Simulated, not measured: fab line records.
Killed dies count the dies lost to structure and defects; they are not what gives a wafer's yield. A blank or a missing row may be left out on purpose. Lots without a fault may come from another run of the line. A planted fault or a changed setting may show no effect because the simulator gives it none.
What tool caused it? || flow sky130 || at 1 step of a route of 708, 14 lots with 42 wafers sampled

== WHAT EACH GAUGE READ, for each wafer ==
No reading from a measuring or inspecting step in the record can be judged against a usual standard deviation.

== TOOL THAT RAN EACH LOT (tool first, then ch and the chambers of the sampled wafers, then the start) ==
{"lot": "L682", "SKY_VT_ADJUST_PCH_STRIP_09": "plasma-asher-02 ch 0,1, day 10 06:55"}
{"lot": "L683", "SKY_VT_ADJUST_PCH_STRIP_09": "plasma-asher-04 ch 0,1, day 10 17:52"}
{"lot": "L685", "SKY_VT_ADJUST_PCH_STRIP_09": "plasma-asher-03 ch 1, day 11 07:35"}
{"lot": "L686", "SKY_VT_ADJUST_PCH_STRIP_09": "plasma-asher-02 ch 0,1, day 11 16:40"}
{"lot": "L688", "SKY_VT_ADJUST_PCH_STRIP_09": "plasma-asher-03 ch 0,1, day 12 09:13"}
{"lot": "L696", "SKY_VT_ADJUST_PCH_STRIP_09": "plasma-asher-04 ch 0,1, day 15 00:09"}
{"lot": "L697", "SKY_VT_ADJUST_PCH_STRIP_09": "plasma-asher-04 ch 0,1, day 15 10:55"}
{"lot": "L698", "SKY_VT_ADJUST_PCH_STRIP_09": "plasma-asher-03 ch 0,1, day 15 17:31"}
{"lot": "L699", "SKY_VT_ADJUST_PCH_STRIP_09": "plasma-asher-03 ch 0,1, day 15 22:05"}
{"lot": "L700", "SKY_VT_ADJUST_PCH_STRIP_09": "plasma-asher-03 ch 0,1, day 16 07:03"}
{"lot": "L701", "SKY_VT_ADJUST_PCH_STRIP_09": "plasma-asher-03 ch 0,1, day 17 00:04"}
{"lot": "L702", "SKY_VT_ADJUST_PCH_STRIP_09": "plasma-asher-03 ch 0,1, day 17 06:18"}
{"lot": "L703", "SKY_VT_ADJUST_PCH_STRIP_09": "plasma-asher-02 ch 0,1, day 17 09:55"}
{"lot": "L704", "SKY_VT_ADJUST_PCH_STRIP_09": "plasma-asher-03 ch 0,1, day 17 16:26"}
- SKY_VT_ADJUST_PCH_STRIP_09: strips in O2/N2.

== WHAT THE TOOLS THEMSELVES READ (means of the sampled wafers that have a number; where no wafer has one, the mark that the record gives instead) ==
SKY_VT_ADJUST_PCH_STRIP_09. Usual: drypump-motor-current-A 6.03 A, standard deviation 0.29; oes-product-au 0.723 a.u., standard deviation 0.0047; strip-time-to-endpoint-s 36.84 s, standard deviation 0.12.
{"lot": "L682", "tool": "plasma-asher-02", "drypump-motor-current-A (A)": 5.65, "oes-product-au (a.u.)": 0.721, "strip-time-to-endpoint-s (s)": 36.99, "flag": ""}
{"lot": "L683", "tool": "plasma-asher-04", "drypump-motor-current-A (A)": 6.15, "oes-product-au (a.u.)": 0.722, "strip-time-to-endpoint-s (s)": 36.88, "flag": ""}
{"lot": "L685", "tool": "plasma-asher-03", "drypump-motor-current-A (A)": 6.01, "oes-product-au (a.u.)": 0.726, "strip-time-to-endpoint-s (s)": 36.98, "flag": ""}
{"lot": "L686", "tool": "plasma-asher-02", "drypump-motor-current-A (A)": 5.66, "oes-product-au (a.u.)": 0.725, "strip-time-to-endpoint-s (s)": 36.83, "flag": ""}
{"lot": "L688", "tool": "plasma-asher-03", "drypump-motor-current-A (A)": 6.28, "oes-product-au (a.u.)": 0.724, "strip-time-to-endpoint-s (s)": 36.86, "flag": ""}
{"lot": "L696", "tool": "plasma-asher-04", "drypump-motor-current-A (A)": 6.14, "oes-product-au (a.u.)": 0.713, "strip-time-to-endpoint-s (s)": 37.44, "flag": "OFF"}
{"lot": "L697", "tool": "plasma-asher-04", "drypump-motor-current-A (A)": 6.15, "oes-product-au (a.u.)": 0.716, "strip-time-to-endpoint-s (s)": 37.87, "flag": "OFF"}
{"lot": "L698", "tool": "plasma-asher-03", "drypump-motor-current-A (A)": 6.30, "oes-product-au (a.u.)": 0.720, "strip-time-to-endpoint-s (s)": 36.69, "flag": ""}
{"lot": "L699", "tool": "plasma-asher-03", "drypump-motor-current-A (A)": 6.15, "oes-product-au (a.u.)": 0.727, "strip-time-to-endpoint-s (s)": 36.83, "flag": ""}
{"lot": "L700", "tool": "plasma-asher-03", "drypump-motor-current-A (A)": 6.29, "oes-product-au (a.u.)": 0.720, "strip-time-to-endpoint-s (s)": 36.89, "flag": ""}
{"lot": "L701", "tool": "plasma-asher-03", "drypump-motor-current-A (A)": 6.30, "oes-product-au (a.u.)": 0.722, "strip-time-to-endpoint-s (s)": 36.86, "flag": ""}
{"lot": "L702", "tool": "plasma-asher-03", "drypump-motor-current-A (A)": 6.16, "oes-product-au (a.u.)": 0.721, "strip-time-to-endpoint-s (s)": 36.79, "flag": ""}
{"lot": "L703", "tool": "plasma-asher-02", "drypump-motor-current-A (A)": 5.70, "oes-product-au (a.u.)": 0.725, "strip-time-to-endpoint-s (s)": 36.78, "flag": ""}
{"lot": "L704", "tool": "plasma-asher-03", "drypump-motor-current-A (A)": 6.13, "oes-product-au (a.u.)": 0.727, "strip-time-to-endpoint-s (s)": 36.83, "flag": ""}

== THE ANSWER, worked out from the rows above alone ==
Rule: take the mean of a lot's wafers that have a number; if it is more than 3 standard deviations from the usual mean, the lot is off. A lot without any number at a reading at which 4 lots or more have one is off too. Any other lot the step has rows for is counted as sound. First the gauges in route order, then the tools' own readings, where a lot's mean is used as printed above. The first step at which some lot is off is used, and at that step the reading that is off furthest; a lot without a number counts as furthest.
Off: L696, L697, at SKY_VT_ADJUST_PCH_STRIP_09 (strip-time-to-endpoint-s).
If a tool, at that step or one of the process steps before it, ran each lot that is off and ran no sound lot following the first of them, it fits. One fits: plasma-asher-04 at SKY_VT_ADJUST_PCH_STRIP_09. Its last sound lot is L683 (day 10 17:52), its first lot that is off L696 (day 15 00:09): a fault that began between those two fits.
On the lots that are off, the tool's own readings at SKY_VT_ADJUST_PCH_STRIP_09 differ by more than 5 times the standard deviation of the sound lots' means, which bears it out; strip-time-to-endpoint-s reads 37.66 s there versus 36.85 s on the sound lots.

== WHAT THE SIMULATOR HAD INSERTED ==
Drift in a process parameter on plasma-asher-04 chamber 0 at SKY_VT_ADJUST_PCH_STRIP_09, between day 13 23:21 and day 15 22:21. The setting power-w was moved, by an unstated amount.
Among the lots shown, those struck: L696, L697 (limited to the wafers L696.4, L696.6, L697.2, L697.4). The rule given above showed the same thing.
